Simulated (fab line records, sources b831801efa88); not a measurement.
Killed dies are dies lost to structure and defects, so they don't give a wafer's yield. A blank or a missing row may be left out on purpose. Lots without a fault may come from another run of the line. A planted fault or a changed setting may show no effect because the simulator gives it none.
Which tool did it? | flow gf180mcu | 11 lots, 33 wafers sampled, at 5 steps of a route of 602

WHAT THE GAUGES READ, wafer by wafer
GF_PSD_RS_MEAS_14: measures by four-point-probe.
lot  | measured     | on            | NSD_RS (ohm/sq)
L758 | day 13 11:53 | film_metro-01 | 46.33 46.29 46.18
L760 | day 14 10:42 | film_metro-01 | 46.16 46.15 46.18
L761 | day 14 11:43 | film_metro-01 | 46.33 46.29 46.24
L762 | day 14 18:15 | film_metro-01 | 46.17 46.01 46.14
L764 | day 17 16:44 | film_metro-01 | 46.20 46.13 46.09
L768 | day 18 00:02 | film_metro-04 | 46.02 46.10 46.09
L775 | day 20 15:45 | film_metro-01 | 45.38 45.37 45.28
L776 | day 21 03:53 | film_metro-04 | 45.26 45.19 45.26
L777 | day 21 22:15 | film_metro-04 | 46.18 46.05 46.08
L779 | day 22 06:36 | film_metro-01 | 46.13 46.13 46.14
L780 | day 22 20:11 | film_metro-04 | 46.12 46.14 46.11

GF_PSD_RS_MEAS_15: measures by four-point-probe.
lot  | measured     | on            | PSD_RS (ohm/sq)
L758 | day 13 12:01 | film_metro-01 | 108.59 108.62 108.78
L760 | day 14 10:49 | film_metro-01 | 108.60 108.56 108.68
L761 | day 14 11:50 | film_metro-01 | 108.99 108.80 108.97
L762 | day 14 18:22 | film_metro-01 | 107.92 108.58 108.15
L764 | day 17 16:52 | film_metro-01 | 108.15 108.24 108.24
L768 | day 18 00:10 | film_metro-04 | 108.21 108.53 108.73
L775 | day 20 15:52 | film_metro-01 | 105.01 105.07 105.22
L776 | day 21 04:00 | film_metro-04 | 104.73 105.08 104.92
L777 | day 21 22:22 | film_metro-04 | 108.54 108.61 108.54
L779 | day 22 06:43 | film_metro-01 | 108.75 108.69 108.82
L780 | day 22 20:19 | film_metro-04 | 108.68 108.96 108.81

WHICH TOOL RAN EACH LOT (tool, then ch and the chambers of the sampled wafers, then the start)
lot  | GF_HV_LDD_STRIP_10                   | GF_HV_LDD_STRIP_37                   | GF_PSD_RTA_13
L758 | plasma_asher-04 ch 0,1, day 9 06:57  | plasma_asher-04 ch 0,1, day 10 19:39 | rtp_anneal-02 ch 0, day 13 11:49
L760 | plasma_asher-02 ch 0,1, day 10 03:13 | plasma_asher-02 ch 0,1, day 11 18:05 | rtp_anneal-01 ch 0, day 14 10:37
L761 | plasma_asher-02 ch 0,1, day 10 04:32 | plasma_asher-04 ch 0,1, day 11 19:35 | rtp_anneal-02 ch 0, day 14 11:37
L762 | plasma_asher-02 ch 0,1, day 10 12:31 | plasma_asher-02 ch 0,1, day 12 02:07 | rtp_anneal-01 ch 0, day 14 18:10
L764 | plasma_asher-04 ch 0,1, day 13 01:11 | plasma_asher-03 ch 0,1, day 14 18:04 | rtp_anneal-01 ch 0, day 17 16:39
L768 | plasma_asher-02 ch 0,1, day 13 08:02 | plasma_asher-02 ch 0,1, day 15 01:38 | rtp_anneal-02 ch 0, day 17 23:53
L775 | plasma_asher-02 ch 0,1, day 15 15:41 | plasma_asher-04 ch 0,1, day 17 11:46 | rtp_anneal-02 ch 0, day 20 15:40
L776 | plasma_asher-03 ch 0,1, day 15 23:58 | plasma_asher-04 ch 0,1, day 17 21:53 | rtp_anneal-02 ch 0, day 21 03:48
L777 | plasma_asher-03 ch 0,1, day 16 16:26 | plasma_asher-03 ch 0,1, day 18 16:51 | rtp_anneal-01 ch 0, day 21 22:10
L779 | plasma_asher-04 ch 0,1, day 17 00:46 | plasma_asher-02 ch 0,1, day 19 01:02 | rtp_anneal-01 ch 0, day 22 06:31
L780 | plasma_asher-03 ch 0,1, day 17 13:53 | plasma_asher-03 ch 0,1, day 19 15:54 | rtp_anneal-01 ch 0, day 22 20:06
- GF_HV_LDD_STRIP_10: strips in O2/N2.
- GF_HV_LDD_STRIP_37: strips in O2/N2.
- GF_PSD_RTA_13: time 20 s.

WHAT THE TOOLS THEMSELVES READ (means of the sampled wafers that have a number; where no wafer has one, the mark that the record gives instead)
GF_HV_LDD_STRIP_10.
lot  | tool            | drypump_motor_current_A (A) | heater_power_w (W) | n2_flow_sccm (sccm) | o2_flow_sccm (sccm) | oes_product_au (a.u.) | strip_time_to_endpoint_s (s)
L758 | plasma_asher-04 | 5.4                         | 345                | 299.2               | 3000                | 0.718                 | 12.66
L760 | plasma_asher-02 | 6.0                         | 313                | 299.8               | 3001                | 0.715                 | 12.65
L761 | plasma_asher-02 | 5.9                         | 315                | 299.9               | 3007                | 0.718                 | 12.59
L762 | plasma_asher-02 | 6.0                         | 312                | 299.5               | 2998                | 0.716                 | 12.64
L764 | plasma_asher-04 | 5.4                         | 349                | 300.1               | 3001                | 0.712                 | 12.62
L768 | plasma_asher-02 | 6.0                         | 323                | 299.7               | 2995                | 0.717                 | 12.66
L775 | plasma_asher-02 | 6.0                         | 323                | 299.7               | 3001                | 0.714                 | 12.64
L776 | plasma_asher-03 | 5.5                         | 259                | 300.2               | 2999                | 0.716                 | 12.68
L777 | plasma_asher-03 | 5.5                         | 257                | 299.0               | 3001                | 0.716                 | 12.68
L779 | plasma_asher-04 | 5.5                         | 331                | 300.1               | 3005                | 0.715                 | 12.57
L780 | plasma_asher-03 | 5.7                         | 259                | 300.6               | 3007                | 0.712                 | 12.63

GF_HV_LDD_STRIP_37.
lot  | tool            | drypump_motor_current_A (A) | heater_power_w (W) | n2_flow_sccm (sccm) | o2_flow_sccm (sccm) | oes_product_au (a.u.) | strip_time_to_endpoint_s (s)
L758 | plasma_asher-04 | 5.3                         | 349                | 300.6               | 2994                | 0.714                 | 12.67
L760 | plasma_asher-02 | 6.0                         | 322                | 300.1               | 2994                | 0.713                 | 12.65
L761 | plasma_asher-04 | 5.5                         | 328                | 300.5               | 2988                | 0.713                 | 12.65
L762 | plasma_asher-02 | 6.0                         | 320                | 301.1               | 2996                | 0.717                 | 12.59
L764 | plasma_asher-03 | 5.7                         | 258                | 299.7               | 3002                | 0.716                 | 12.59
L768 | plasma_asher-02 | 6.0                         | 324                | 299.6               | 3009                | 0.712                 | 12.62
L775 | plasma_asher-04 | 5.5                         | 334                | 299.9               | 3002                | 0.716                 | 12.56
L776 | plasma_asher-04 | 5.4                         | 347                | 299.4               | 2996                | 0.714                 | 12.62
L777 | plasma_asher-03 | 5.7                         | 255                | 300.3               | 3001                | 0.721                 | 12.61
L779 | plasma_asher-02 | 6.0                         | 322                | 299.5               | 3007                | 0.721                 | 12.71
L780 | plasma_asher-03 | 5.7                         | 255                | 299.1               | 3001                | 0.717                 | 12.63

GF_PSD_RTA_13.
lot  | tool          | lamp_power_pct (%) | wafer_temp_C_max
L758 | rtp_anneal-02 | 30                 | 1028.2
L760 | rtp_anneal-01 | 39                 | 1030.1
L761 | rtp_anneal-02 | 30                 | 1028.8
L762 | rtp_anneal-01 | 39                 | 1029.8
L764 | rtp_anneal-01 | 39                 | 1030.9
L768 | rtp_anneal-02 | 30                 | 1029.4
L775 | rtp_anneal-02 | 31                 | 1034.8
L776 | rtp_anneal-02 | 31                 | 1035.6
L777 | rtp_anneal-01 | 39                 | 1029.4
L779 | rtp_anneal-01 | 39                 | 1029.2
L780 | rtp_anneal-01 | 39                 | 1029.8

THE ANSWER, worked out from the rows above alone
Rule: what is usual is taken from the lots themselves. Put in order of their means at a reading, lots are off if they are a third of the lots or fewer, leave a main group of 4 or more, and stand apart from it by a gap of 3 or more times the standard deviation of the main group's means; of several such gaps the widest counts. A main group whose means are all the same, to the digits that the tables above print for the reading, isn't used. A lot without any number at a reading at which 4 lots or more have one is off too. The other lots that the step has rows for count as sound. The gauges are gone through in route order, then the tools' own readings, and for those a lot's mean is taken as printed above. The first step at which some lot is off is used, and at that step the reading that is off furthest; a lot without a number counts as furthest.
Off: L775, L776, at GF_PSD_RS_MEAS_14 (NSD_RS). The main group: mean 46.15 ohm/sq, standard deviation 0.07.
A tool fits if, at a process step before that reading, it ran every lot that is off, and no sound lot after the first of them. The gauges at GF_PSD_RS_MEAS_14 aren't tried: what is off there is off at GF_PSD_RTA_13 too, on other tools, and a gauge's error can't cause that. Can't be told from this: 2 tools fit, plasma_asher-04 at GF_HV_LDD_STRIP_37, rtp_anneal-02 at GF_PSD_RTA_13.

WHAT THE SIMULATOR HAD PUT IN
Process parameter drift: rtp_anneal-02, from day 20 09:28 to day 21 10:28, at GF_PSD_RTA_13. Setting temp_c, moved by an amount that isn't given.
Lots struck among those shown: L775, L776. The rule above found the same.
